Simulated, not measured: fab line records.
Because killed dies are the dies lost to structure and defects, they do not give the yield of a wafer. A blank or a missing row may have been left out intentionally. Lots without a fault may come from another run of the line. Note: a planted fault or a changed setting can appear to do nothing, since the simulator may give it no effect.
The tool behind it: which one? + flow sky130 + 24 lots, 72 wafers sampled, at 6 steps of a route of 708

== WHAT EACH GAUGE READ, for each wafer ==
SKY_VIA1_RS_MEAS_22: measures by four-point-probe.
| lot  | measured     | on            | VIA1_W_RS (ohm/sq) |
|------|--------------|---------------|--------------------|
| L074 | day 33 23:37 | film-metro-04 | 0.429 0.435 0.426  |
| L075 | day 34 01:41 | film-metro-04 | 0.413 0.413 0.412  |
| L076 | day 34 15:35 | film-metro-04 | 0.419 0.416 0.422  |
| L077 | day 34 16:44 | film-metro-04 | 0.432 0.426 0.421  |
| L078 | day 35 04:29 | film-metro-04 | 0.428 0.428 0.431  |
| L079 | day 35 15:32 | film-metro-03 | 0.432 0.437 0.436  |
| L080 | day 35 22:56 | film-metro-01 | 0.444 0.436 0.439  |
| L081 | day 36 01:48 | film-metro-04 | 0.437 0.433 0.428  |
| L082 | day 37 11:43 | film-metro-04 | 0.413 0.416 0.410  |
| L083 | day 37 10:47 | film-metro-04 | 0.434 0.429 0.428  |
| L084 | day 37 13:55 | film-metro-01 | 0.411 0.419 0.421  |
| L085 | day 37 13:02 | film-metro-01 | 0.428 0.434 0.434  |
| L086 | day 37 18:26 | film-metro-03 | 0.434 0.428 0.433  |
| L087 | day 38 01:21 | film-metro-01 | 0.416 0.415 0.411  |
| L088 | day 38 12:10 | film-metro-04 | 0.427 0.431 0.432  |
| L089 | day 38 22:25 | film-metro-01 | 0.412 0.419 0.416  |
| L090 | day 38 22:46 | film-metro-04 | 0.416 0.410 0.417  |
| L091 | day 39 09:31 | film-metro-01 | 0.417 0.422 0.418  |
| L092 | day 39 08:50 | film-metro-03 | 0.416 0.422 0.421  |
| L093 | day 39 16:22 | film-metro-03 | 0.413 0.415 0.409  |
| L094 | day 39 20:02 | film-metro-01 | 0.418 0.420 0.422  |
| L095 | day 40 03:10 | film-metro-04 | 0.425 0.419 0.424  |
| L096 | day 40 14:37 | film-metro-01 | 0.417 0.421 0.421  |
| L097 | day 40 16:47 | film-metro-04 | 0.417 0.415 0.416  |

SKY_METAL2_RS_MEAS_05: measures by four-point-probe.
| lot  | measured     | on            | METAL2_ALCU_RS (ohm/sq) |
|------|--------------|---------------|-------------------------|
| L074 | day 34 00:14 | film-metro-02 | 0.1279 0.1236 0.1284    |
| L075 | day 34 02:18 | film-metro-03 | 0.1279 0.1301 0.1282    |
| L076 | day 34 16:13 | film-metro-02 | 0.1291 0.1285 0.1240    |
| L077 | day 34 17:21 | film-metro-02 | 0.1323 0.1300 0.1297    |
| L078 | day 35 05:06 | film-metro-04 | 0.1263 0.1270 0.1256    |
| L079 | day 35 16:10 | film-metro-02 | 0.1265 0.1274 0.1258    |
| L080 | day 35 23:33 | film-metro-03 | 0.1271 0.1263 0.1279    |
| L081 | day 36 02:25 | film-metro-04 | 0.1264 0.1226 0.1270    |
| L082 | day 37 12:20 | film-metro-02 | 0.1296 0.1310 0.1285    |
| L083 | day 37 11:25 | film-metro-02 | 0.1282 0.1277 0.1271    |
| L084 | day 37 14:32 | film-metro-04 | 0.1264 0.1270 0.1261    |
| L085 | day 37 13:40 | film-metro-02 | 0.1287 0.1261 0.1260    |
| L086 | day 37 19:04 | film-metro-04 | 0.1277 0.1292 0.1267    |
| L087 | day 38 01:58 | film-metro-02 | 0.1251 0.1273 0.1258    |
| L088 | day 38 12:47 | film-metro-02 | 0.1305 0.1310 0.1275    |
| L089 | day 38 23:06 | film-metro-03 | 0.1285 0.1300 0.1316    |
| L090 | day 38 23:23 | film-metro-04 | 0.1251 0.1293 0.1285    |
| L091 | day 39 10:08 | film-metro-03 | 0.1256 0.1269 0.1282    |
| L092 | day 39 09:28 | film-metro-04 | 0.1310 0.1264 0.1263    |
| L093 | day 39 16:59 | film-metro-03 | 0.1297 0.1287 0.1301    |
| L094 | day 39 20:40 | film-metro-04 | 0.1265 0.1231 0.1246    |
| L095 | day 40 03:50 | film-metro-03 | 0.1286 0.1270 0.1259    |
| L096 | day 40 15:14 | film-metro-03 | 0.1244 0.1294 0.1271    |
| L097 | day 40 17:24 | film-metro-04 | 0.1234 0.1256 0.1255    |

SKY_METAL2_THK_MEAS_06: measures by xrf.
| lot  | measured     | on            | METAL2_ALCU_THK (nm) |
|------|--------------|---------------|----------------------|
| L074 | day 34 00:21 | film-metro-02 | 248 257 247          |
| L075 | day 34 02:25 | film-metro-03 | 247 242 246          |
| L076 | day 34 16:19 | film-metro-02 | 246 248 256          |
| L077 | day 34 17:28 | film-metro-02 | 243 245 247          |
| L078 | day 35 05:13 | film-metro-04 | 250 250 255          |
| L079 | day 35 16:16 | film-metro-02 | 251 251 252          |
| L080 | day 35 23:40 | film-metro-03 | 247 248 247          |
| L081 | day 36 02:32 | film-metro-04 | 250 257 249          |
| L082 | day 37 12:28 | film-metro-02 | 244 242 248          |
| L083 | day 37 11:31 | film-metro-02 | 248 247 248          |
| L084 | day 37 14:39 | film-metro-04 | 249 247 249          |
| L085 | day 37 13:46 | film-metro-02 | 246 250 252          |
| L086 | day 37 19:10 | film-metro-04 | 247 245 249          |
| L087 | day 38 02:05 | film-metro-02 | 255 249 252          |
| L088 | day 38 12:54 | film-metro-02 | 244 244 250          |
| L089 | day 38 23:13 | film-metro-03 | 247 244 240          |
| L090 | day 38 23:29 | film-metro-04 | 253 246 246          |
| L091 | day 39 10:14 | film-metro-03 | 252 248 248          |
| L092 | day 39 09:34 | film-metro-04 | 242 251 251          |
| L093 | day 39 17:07 | film-metro-03 | 245 247 246          |
| L094 | day 39 20:46 | film-metro-04 | 250 256 254          |
| L095 | day 40 03:57 | film-metro-03 | 245 251 251          |
| L096 | day 40 15:21 | film-metro-03 | 253 245 248          |
| L097 | day 40 17:31 | film-metro-04 | 256 252 252          |

== WHICH TOOL RAN EACH LOT (tool, then ch and the chambers of the sampled wafers, then the start) ==
| lot  | SKY_FIELD_ISO_CMP_27         | SKY_SONOS_ONO_ETCH_15              | SKY_VIA1_ETCH_14                   |
|------|------------------------------|------------------------------------|------------------------------------|
| L074 | cmp-02 ch 0,1,3, day 2 11:43 | rie-diel-04 ch 1,3, day 12 14:29   | rie-diel-01 ch 0,2, day 33 22:17   |
| L075 | cmp-01 ch 1,2,3, day 2 13:36 | rie-diel-01 ch 1,2,3, day 12 16:14 | rie-diel-01 ch 0,1, day 34 00:47   |
| L076 | cmp-02 ch 0,2,3, day 2 20:16 | rie-diel-04 ch 1,2, day 13 10:41   | rie-diel-02 ch 0,2,3, day 34 14:44 |
| L077 | cmp-02 ch 0,1,2, day 3 01:16 | rie-diel-01 ch 0,2, day 13 10:35   | rie-diel-03 ch 0, day 34 15:49     |
| L078 | cmp-02 ch 1,2, day 3 07:55   | rie-diel-01 ch 0,1,3, day 13 19:56 | rie-diel-01 ch 0,1,2, day 35 03:38 |
| L079 | cmp-02 ch 1,2,3, day 3 10:03 | rie-diel-04 ch 0,1,2, day 14 06:18 | rie-diel-03 ch 1,3, day 35 14:41   |
| L080 | cmp-01 ch 0,3, day 3 16:58   | rie-diel-01 ch 0,3, day 14 12:08   | rie-diel-01 ch 1,2, day 35 22:04   |
| L081 | cmp-02 ch 2,3, day 3 22:53   | rie-diel-04 ch 1,2, day 14 18:41   | rie-diel-01 ch 0,1,2, day 36 00:56 |
| L082 | cmp-02 ch 0,1,2, day 4 05:18 | rie-diel-03 ch 2,3, day 15 14:05   | rie-diel-02 ch 1,2, day 37 10:53   |
| L083 | cmp-02 ch 1,2,3, day 4 09:41 | rie-diel-01 ch 1,2, day 15 13:50   | rie-diel-01 ch 2,3, day 37 09:56   |
| L084 | cmp-02 ch 0,3, day 4 12:47   | rie-diel-03 ch 0,1,2, day 15 18:44 | rie-diel-01 ch 0,1,3, day 37 13:04 |
| L085 | cmp-01 ch 0,2,3, day 4 17:34 | rie-diel-04 ch 0,1,2, day 15 19:26 | rie-diel-02 ch 0,1, day 37 12:11   |
| L086 | cmp-02 ch 1,2, day 5 00:15   | rie-diel-03 ch 0,1,3, day 16 15:11 | rie-diel-03 ch 0,1,3, day 37 17:35 |
| L087 | cmp-01 ch 0,2,3, day 5 05:46 | rie-diel-01 ch 0,1,2, day 16 17:26 | rie-diel-02 ch 0,1,2, day 38 00:29 |
| L088 | cmp-02 ch 1,2, day 5 12:55   | rie-diel-01 ch 2,3, day 17 07:44   | rie-diel-01 ch 0,1,3, day 38 11:19 |
| L089 | cmp-01 ch 0,1,3, day 5 16:55 | rie-diel-03 ch 0,2,3, day 17 23:14 | rie-diel-02 ch 0,1,3, day 38 21:32 |
| L090 | cmp-01 ch 0,2,3, day 5 19:46 | rie-diel-04 ch 0,2,3, day 17 23:32 | rie-diel-01 ch 0,2,3, day 38 21:53 |
| L091 | cmp-02 ch 2,3, day 6 01:28   | rie-diel-03 ch 0,1,2, day 18 03:59 | rie-diel-01 ch 1,2, day 39 08:38   |
| L092 | cmp-02 ch 2,3, day 6 07:02   | rie-diel-01 ch 0,1,2, day 18 11:20 | rie-diel-02 ch 0,3, day 39 07:59   |
| L093 | cmp-01 ch 0,2, day 6 12:20   | rie-diel-04 ch 1,3, day 18 23:44   | rie-diel-01 ch 0,2,3, day 39 15:32 |
| L094 | cmp-01 ch 1,2,3, day 6 17:19 | rie-diel-03 ch 0,1,3, day 19 03:38 | rie-diel-01 ch 0,2,3, day 39 19:11 |
| L095 | cmp-02 ch 1,2,3, day 7 00:34 | rie-diel-04 ch 2,3, day 19 14:32   | rie-diel-01 ch 1,2,3, day 40 02:17 |
| L096 | cmp-02 ch 0,2,3, day 7 02:39 | rie-diel-03 ch 1,2,3, day 20 03:11 | rie-diel-01 ch 0,1,2, day 40 13:46 |
| L097 | cmp-02 ch 0,2,3, day 7 09:36 | rie-diel-04 ch 0,1,2, day 20 09:20 | rie-diel-03 ch 1,2, day 40 15:55   |
- SKY_FIELD_ISO_CMP_27: polishes, stops on Si3N4, t overpolish 16 s, target thk 457.8 nm.
- SKY_SONOS_ONO_ETCH_15: etches the open film in CHF3/O2, target depth 19.52 nm, time 7.8 s.
- SKY_VIA1_ETCH_14: etches BARC in N2/H2, stops on SiO2, time 45.9 s, target depth 60 nm.

== AS READ BY THE TOOLS THEMSELVES (means over the sampled wafers that have a number; for cases with no such wafer, the mark the record gives instead) ==
SKY_FIELD_ISO_CMP_27.
| lot  | tool   | head-pressure-psi (psi) | motor-current-A (A) | overpolish-run-s (s) | slurry-flow-ml-min | time-to-endpoint-s (s) |
|------|--------|-------------------------|---------------------|----------------------|--------------------|------------------------|
| L074 | cmp-02 | 3.995                   | 12.6                | 15.994               | 150.1              | 120                    |
| L075 | cmp-01 | 4.002                   | 12.6                | 16.006               | 149.9              | 111                    |
| L076 | cmp-02 | 4.000                   | 13.5                | 15.989               | 150.1              | 114                    |
| L077 | cmp-02 | 4.005                   | 12.0                | 15.994               | 149.7              | 114                    |
| L078 | cmp-02 | 3.998                   | 13.3                | 16.006               | 150.2              | 118                    |
| L079 | cmp-02 | 4.006                   | 13.1                | 15.999               | 150.0              | 121                    |
| L080 | cmp-01 | 4.001                   | 11.2                | 16.000               | 149.7              | 105                    |
| L081 | cmp-02 | 4.008                   | 14.4                | 16.014               | 149.2              | 115                    |
| L082 | cmp-02 | 3.998                   | 12.2                | 16.003               | 150.3              | 110                    |
| L083 | cmp-02 | 3.995                   | 13.5                | 15.998               | 149.7              | 113                    |
| L084 | cmp-02 | 4.001                   | 12.3                | 16.000               | 149.9              | 110                    |
| L085 | cmp-01 | 3.995                   | 11.7                | 15.994               | 150.3              | 109                    |
| L086 | cmp-02 | 4.007                   | 13.2                | 15.996               | 150.3              | 111                    |
| L087 | cmp-01 | 3.999                   | 11.5                | 16.008               | 150.4              | 110                    |
| L088 | cmp-02 | 3.990                   | 12.1                | 16.002               | 149.9              | 115                    |
| L089 | cmp-01 | 3.998                   | 11.8                | 16.000               | 149.8              | 107                    |
| L090 | cmp-01 | 4.003                   | 11.9                | 15.999               | 150.3              | 102                    |
| L091 | cmp-02 | 4.003                   | 14.0                | 16.013               | 150.0              | 108                    |
| L092 | cmp-02 | 3.997                   | 14.5                | 15.999               | 149.7              | 111                    |
| L093 | cmp-01 | 3.996                   | 12.4                | 16.004               | 150.4              | 106                    |
| L094 | cmp-01 | 3.996                   | 12.3                | 16.010               | 149.5              | 109                    |
| L095 | cmp-02 | 3.996                   | 13.6                | 16.006               | 150.1              | 110                    |
| L096 | cmp-02 | 4.002                   | 12.8                | 16.000               | 149.8              | 108                    |
| L097 | cmp-02 | 4.001                   | 13.1                | 16.002               | 150.2              | 110                    |

SKY_SONOS_ONO_ETCH_15.
| lot  | tool        | drypump-motor-current-A (A) | oes-product-au (a.u.) | throttle-valve-pct (%) |
|------|-------------|-----------------------------|-----------------------|------------------------|
| L074 | rie-diel-04 | 5.4                         | 1.007                 | 8.833                  |
| L075 | rie-diel-01 | 5.5                         | 1.001                 | 8.817                  |
| L076 | rie-diel-04 | 5.7                         | 1.000                 | 8.829                  |
| L077 | rie-diel-01 | 5.6                         | 1.000                 | 8.825                  |
| L078 | rie-diel-01 | 5.7                         | 1.000                 | 8.827                  |
| L079 | rie-diel-04 | 5.6                         | 1.000                 | 8.824                  |
| L080 | rie-diel-01 | 5.6                         | 1.002                 | 8.825                  |
| L081 | rie-diel-04 | 5.7                         | 1.011                 | 8.829                  |
| L082 | rie-diel-03 | 6.1                         | 0.995                 | 8.830                  |
| L083 | rie-diel-01 | 5.4                         | 0.998                 | 8.826                  |
| L084 | rie-diel-03 | 6.2                         | 0.989                 | 8.821                  |
| L085 | rie-diel-04 | 5.6                         | 1.010                 | 8.830                  |
| L086 | rie-diel-03 | 6.2                         | 1.001                 | 8.822                  |
| L087 | rie-diel-01 | 5.6                         | 0.997                 | 8.818                  |
| L088 | rie-diel-01 | 5.1                         | 0.996                 | 8.822                  |
| L089 | rie-diel-03 | 6.2                         | 0.988                 | 8.825                  |
| L090 | rie-diel-04 | 5.4                         | 1.020                 | 8.832                  |
| L091 | rie-diel-03 | 6.3                         | 0.988                 | 8.814                  |
| L092 | rie-diel-01 | 5.6                         | 0.996                 | 8.832                  |
| L093 | rie-diel-04 | 5.4                         | 1.000                 | 8.819                  |
| L094 | rie-diel-03 | 6.2                         | 1.001                 | 8.824                  |
| L095 | rie-diel-04 | 5.3                         | 1.024                 | 8.837                  |
| L096 | rie-diel-03 | 6.1                         | 1.004                 | 8.829                  |
| L097 | rie-diel-04 | 5.6                         | 1.015                 | 8.828                  |

SKY_VIA1_ETCH_14.
| lot  | tool        | drypump-motor-current-A (A) | oes-product-au (a.u.) | throttle-valve-pct (%) |
|------|-------------|-----------------------------|-----------------------|------------------------|
| L074 | rie-diel-01 | 5.5                         | 0.854                 | 13.221                 |
| L075 | rie-diel-01 | 6.1                         | 0.855                 | 13.226                 |
| L076 | rie-diel-02 | 5.8                         | 0.857                 | 13.232                 |
| L077 | rie-diel-03 | 6.2                         | 0.855                 | 13.221                 |
| L078 | rie-diel-01 | 5.7                         | 0.852                 | 13.221                 |
| L079 | rie-diel-03 | 6.2                         | 0.860                 | 13.219                 |
| L080 | rie-diel-01 | 5.4                         | 0.851                 | 13.233                 |
| L081 | rie-diel-01 | 5.7                         | 0.855                 | 13.229                 |
| L082 | rie-diel-02 | 5.7                         | 0.855                 | 13.227                 |
| L083 | rie-diel-01 | 5.2                         | 0.854                 | 13.219                 |
| L084 | rie-diel-01 | 5.8                         | 0.857                 | 13.229                 |
| L085 | rie-diel-02 | 5.6                         | 0.853                 | 13.213                 |
| L086 | rie-diel-03 | 6.2                         | 0.853                 | 13.218                 |
| L087 | rie-diel-02 | 5.7                         | 0.855                 | 13.227                 |
| L088 | rie-diel-01 | 5.8                         | 0.858                 | 13.222                 |
| L089 | rie-diel-02 | 5.7                         | 0.852                 | 13.225                 |
| L090 | rie-diel-01 | 5.4                         | 0.855                 | 13.216                 |
| L091 | rie-diel-01 | 5.7                         | 0.848                 | 13.222                 |
| L092 | rie-diel-02 | 5.8                         | 0.850                 | 13.230                 |
| L093 | rie-diel-01 | 5.3                         | 0.854                 | 13.222                 |
| L094 | rie-diel-01 | 5.4                         | 0.853                 | 13.222                 |
| L095 | rie-diel-01 | 5.5                         | 0.857                 | 13.227                 |
| L096 | rie-diel-01 | 5.7                         | 0.855                 | 13.221                 |
| L097 | rie-diel-03 | 6.3                         | 0.860                 | 13.227                 |

== THE ANSWER, worked out from the rows above alone ==
Rule: usual is defined by the lots themselves. Put in order of their means at a reading, lots are off if they are a third of the lots or fewer, leave a main group of 4 or more, and stand apart from it by a gap of 3 or more times the standard deviation of the main group's means; of several such gaps the widest counts. A main group is skipped when, at the precision printed for the reading in the tables above, its means are all equal. A lot without any number at a reading at which 4 lots or more have one is off too. The other lots that the step has rows for count as sound. After the gauges, taken in route order, come the tools' own readings; for these a lot's mean is taken, as printed above. At the first step where some lot is off, the reading lying furthest off is the one used; lots without a number count as furthest.
No lot is off on any of the readings shown, so nothing can be concluded from this.

== WHAT HAD BEEN PUT IN BY THE SIMULATOR ==
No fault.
